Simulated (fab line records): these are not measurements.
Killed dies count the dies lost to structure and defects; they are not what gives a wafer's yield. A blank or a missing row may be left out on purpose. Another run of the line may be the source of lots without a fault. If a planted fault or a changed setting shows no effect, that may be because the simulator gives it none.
Matching of chambers    flow sky130    rie diel-04 running SKY_VIA3_ETCH_14: 4 sister chambers
The step etches BARC in N2/H2, stops on SiO2, time 45.9 s, target depth 60 nm. 7 wafers are shown with their chamber, then 7 later ones without.

WAFERS WITH THEIR CHAMBER
wafer   chamber  drypump motor current A (A)  oes product au (a.u.)
L490.3  2        5.7                          0.861
L490.5  0        4.9                          0.857
L495.2  3        5.0                          0.845
L495.4  0        4.9                          0.856
L495.5  3        5.0                          0.860
L497.2  2        5.8                          0.854
L497.3  1        5.6                          0.856

WAFERS WITH NO CHAMBER GIVEN
wafer   drypump motor current A (A)  oes product au (a.u.)
L497.6  5.0                          0.858
L499.1  5.6                          0.855
L499.2  4.9                          0.854
L499.6  5.6                          0.857
L505.3  5.0                          0.859
L505.4  4.9                          0.864
L505.6  5.6                          0.859

CHAMBER TAKEN BY EACH
wafer   from the rows above      in truth
L497.6  can't be placed: 3 or 0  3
L499.1  1                        1
L499.2  0                        0
L499.6  1                        1
L505.3  can't be placed: 3 or 0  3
L505.4  can't be placed: 0 or 3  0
L505.6  1                        1
4 of 7 placed correctly. Can't be placed from these rows: 3 (the true chamber is among the candidates in 3). Placed wrongly: 0.
How it was worked out, from the rows above alone: a wafer's distance from a chamber is the root of the sum, over the readings, of the square of ((its reading less the chamber's mean) divided by the reading's scatter). If the next closest chamber is less than 2 further off than the closest, the wafer can't be placed; otherwise it belongs to the closest. A chamber's mean is the mean of its shown wafers. How the scatter is found: for the shown wafers, subtract from each reading the mean of its chamber, square and add these, divide the total by (wafers less chambers), then take the root.
